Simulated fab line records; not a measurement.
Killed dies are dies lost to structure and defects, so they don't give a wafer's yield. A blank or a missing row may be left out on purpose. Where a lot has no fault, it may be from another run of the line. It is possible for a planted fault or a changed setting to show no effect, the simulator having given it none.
Chamber matching | flow gf180mcu | 4 sister chambers for GF_STI_CMP_25 on cmp-02
The step polishes, stops on Si3N4, t overpolish 33 s, target thk 524.6 nm. 16 wafers are shown with their chamber, then 8 later ones without.

## WAFERS, EACH WITH ITS CHAMBER
wafer  | chamber | motor current A (A) | time to endpoint s (s) | overpolish run s (s)
L167.1 | 3       | 11.2                | 123                    | 32.998
L167.4 | 2       | 11.0                | 121                    | 32.989
L167.5 | 3       | 11.2                | 125                    | 32.994
L168.2 | 3       | 11.3                | 128                    | 32.995
L168.3 | 1       | 13.2                | 123                    | 33.003
L168.6 | 1       | 13.1                | 123                    | 32.978
L169.1 | 0       | 11.6                | 121                    | 33.003
L169.3 | 3       | 11.1                | 125                    | 32.992
L169.4 | 2       | 11.0                | 119                    | 32.995
L170.1 | 1       | 13.4                | 127                    | 33.002
L170.2 | 0       | 11.3                | 128                    | 33.003
L170.4 | 3       | 11.5                | 124                    | 32.998
L177.4 | 2       | 11.2                | 113                    | 33.001
L177.5 | 1       | 14.2                | 116                    | 33.003
L177.6 | 0       | 11.0                | 116                    | 32.991
L182.1 | 0       | 11.5                | 117                    | 32.983

SIGNATURES, as means of the wafers listed above
reading            | chamber 0 | chamber 1 | chamber 2 | chamber 3 | scatter within a chamber
motor current A    | 11.350    | 13.475    | 11.067    | 11.260    | 0.299
time to endpoint s | 120.50    | 122.25    | 117.67    | 125.00    | 4.09
overpolish run s   | 32.99500  | 32.99650  | 32.99500  | 32.99540  | 0.00839
Rule: a wafer's distance from a chamber is the root of the sum, over the readings, of the square of ((its reading less the chamber's mean) divided by the reading's scatter). The wafer belongs to the nearest chamber; if the next one is less than 2 further off, it can't be placed. How the scatter is found: for the shown wafers, subtract from each reading the mean of its chamber, square and add these, divide the total by (wafers less chambers), then take the root.

## WAFERS WITHOUT THEIR CHAMBER
wafer  | motor current A (A) | time to endpoint s (s) | overpolish run s (s)
L182.4 | 11.2                | 120                    | 33.002
L182.5 | 11.2                | 112                    | 32.998
L187.3 | 11.9                | 121                    | 33.005
L187.4 | 13.2                | 124                    | 32.998
L187.6 | 10.6                | 123                    | 33.011
L189.1 | 10.8                | 119                    | 33.005
L189.5 | 10.7                | 120                    | 32.998
L189.6 | 11.4                | 110                    | 33.015

## WHICH CHAMBER EACH WENT THROUGH
wafer  | from the rows above          | in truth
L182.4 | can't be placed: 0 or 2 or 3 | 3
L182.5 | can't be placed: 2 or 0 or 3 | 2
L187.3 | can't be placed: 0 or 3 or 2 | 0
L187.4 | 1                            | 1
L187.6 | can't be placed: 2 or 3 or 0 | 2
L189.1 | can't be placed: 2 or 0 or 3 | 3
L189.5 | can't be placed: 2 or 0 or 3 | 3
L189.6 | can't be placed: 2 or 0 or 3 | 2
Placed correctly: 1 of 8. These rows do not allow placing 7 (true chamber among the candidates in 7). 0 placed wrongly.
